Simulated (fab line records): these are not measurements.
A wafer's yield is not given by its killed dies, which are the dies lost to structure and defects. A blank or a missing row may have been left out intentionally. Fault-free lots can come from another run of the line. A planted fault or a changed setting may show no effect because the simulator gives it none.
Struck lot and sound lot, side by side -- flow sfq-line -- 18 steps out of a route of 325
Sound: these wafers, L350.2, L350.3, L350.4. Struck: wafers L361.2, L361.3, L361.4. At the end, the cause is stated.
Order at every step that has rows: each side's tool, ch and its chambers, its first start. Under that, the readings that differ: sound wafers -- struck wafers -- difference of the means -- sigmas: that difference in standard deviations of wafers without a fault.
alike: a reading whose means differ by less than 2 such deviations, as well as words and numbers matching on both sides. not compared: withheld readings; readings where some wafer has no value; bounds like >300 that might hide an equal value; numbers whose values overlap and for which the record gives no deviation.
A row with sigmas, a row that says differs or no value, or rows on one side alone: a step with any of these is where the two part. Numbers that have no deviation but don't overlap get no sigmas and don't part them. A reading missing from all wafers of one side parts the sides only when that side holds two or more wafers.

SFQ_TRILAYER_M3_BARC_OPEN_METAL_ETCH_100: etches BARC in O2, target depth 125 nm, time 41.7 s.
  sound on rie-metal-02 ch 0,1, day 36 22:33; struck on rie-metal-02 ch 0,1, day 41 15:03
  alike: drypump-motor-current-A, oes-product-au
  not compared: rf-hours-counter-h
SFQ_TRILAYER_M3_ETCH_METAL_ETCH_078: etches Nb in Cl2/Ar, stops on SiO2, target depth 240 nm, time 120 s.
  sound on rie-metal-02 ch 0,1, day 36 22:37; struck on rie-metal-02 ch 0,1, day 41 15:07
  alike: drypump-motor-current-A, oes-product-au
  not compared: rf-hours-counter-h
then, 2 steps without rows for these wafers: SFQ_TRILAYER_M3_STRIP_STRIP_079 (strips in O2); SFQ_TRILAYER_M3_STRIP_SOLV_CLEAN_080 (cleans in NMP, time 600 s).
SFQ_TRILAYER_I3_DEP_PECVD_081: deposits SiO2 from SiH4/N2O, time 111.11 s, target thk 500 nm.
  sound on pecvd-01 ch 1,2, day 36 23:31; struck on pecvd-04 ch 0,1, day 41 16:01
  alike: heater-power-outer-w, heater-power-w, susceptor-temp-C, throttle-valve-pct
SFQ_TRILAYER_I3_CMP_CMP_082: polishes SiO2.
  sound on cmp-01 ch 0,2,3, day 37 15:23; struck on cmp-01 ch 0,1,3, day 42 01:34
  alike: motor-current-A, platen-rpm, time-to-endpoint-s
SFQ_I3_BOW_MEAS_922:
  sound on film-metro-01, day 37 17:54; struck on film-metro-01, day 42 04:35
  alike: I3_BOW
SFQ_TRILAYER_I3_METRO_MEASURE_083:
  sound on film-metro-01, day 37 18:12; struck on film-metro-01, day 42 04:53
  alike: thk-nm
then, 4 steps without rows for these wafers: SFQ_TRILAYER_I3_VIA_LITHO_COAT_090 (resist thk 62 nm); SFQ_TRILAYER_I3_VIA_LITHO_COAT_085 (resist thk 650 nm); SFQ_TRILAYER_I3_VIA_LITHO_SOFTBAKE_089; SFQ_TRILAYER_I3_VIA_LITHO_EXPOSE_086 (exposes mask I3, target cd 500 nm).
-- the record jumps here: 6 days lie between the struck wafers' starts before and after --
SFQ_TRILAYER_I3_VIA_LITHO_PEB_088: peb time 60 s.
  sound on litho-track-02 ch 0, day 43 00:18; struck on litho-track-02 ch 0, day 48 03:58
  alike: chill-plate-temp-C
then, 1 step without rows for these wafers: SFQ_TRILAYER_I3_VIA_LITHO_DEVELOP_087 (time 60 s).
SFQ_I3_OVL_MEAS_923:
  sound on overlay-02, day 43 00:35; struck on overlay-02, day 48 04:14
  alike: I3_OVL
SFQ_TRILAYER_I3_VIA_BARC_OPEN_VIA_ETCH_121: etches BARC in O2, target depth 125 nm, time 41.7 s.
  sound on rie-diel-01 ch 0,1,3, day 43 00:37; struck on rie-diel-03 ch 1,2,3, day 48 04:16
reading,sound,struck,difference,sigmas
model.I3.cd-nm (nm),499.3 502.8 501.1,508.3 508.9 508.3,+7.4,
  alike: drypump-motor-current-A, oes-product-au
  not compared: rf-hours-counter-h
SFQ_TRILAYER_I3_VIA_ETCH_VIA_ETCH_088: etches SiO2 in CHF3, stops on Nb, target depth 260 nm.
  sound on rie-diel-01 ch 0,1,3, day 43 00:39; struck on rie-diel-03 ch 1,2,3, day 48 04:19
  alike: drypump-motor-current-A, oes-product-au
  not compared: model.I3.cd-nm
then, 1 step without rows for these wafers: SFQ_TRILAYER_I3_VIA_STRIP_STRIP_089 (strips in O2).

== WHERE THEY PART ==
Nowhere in this record.

WHY: what had been put in by the simulator
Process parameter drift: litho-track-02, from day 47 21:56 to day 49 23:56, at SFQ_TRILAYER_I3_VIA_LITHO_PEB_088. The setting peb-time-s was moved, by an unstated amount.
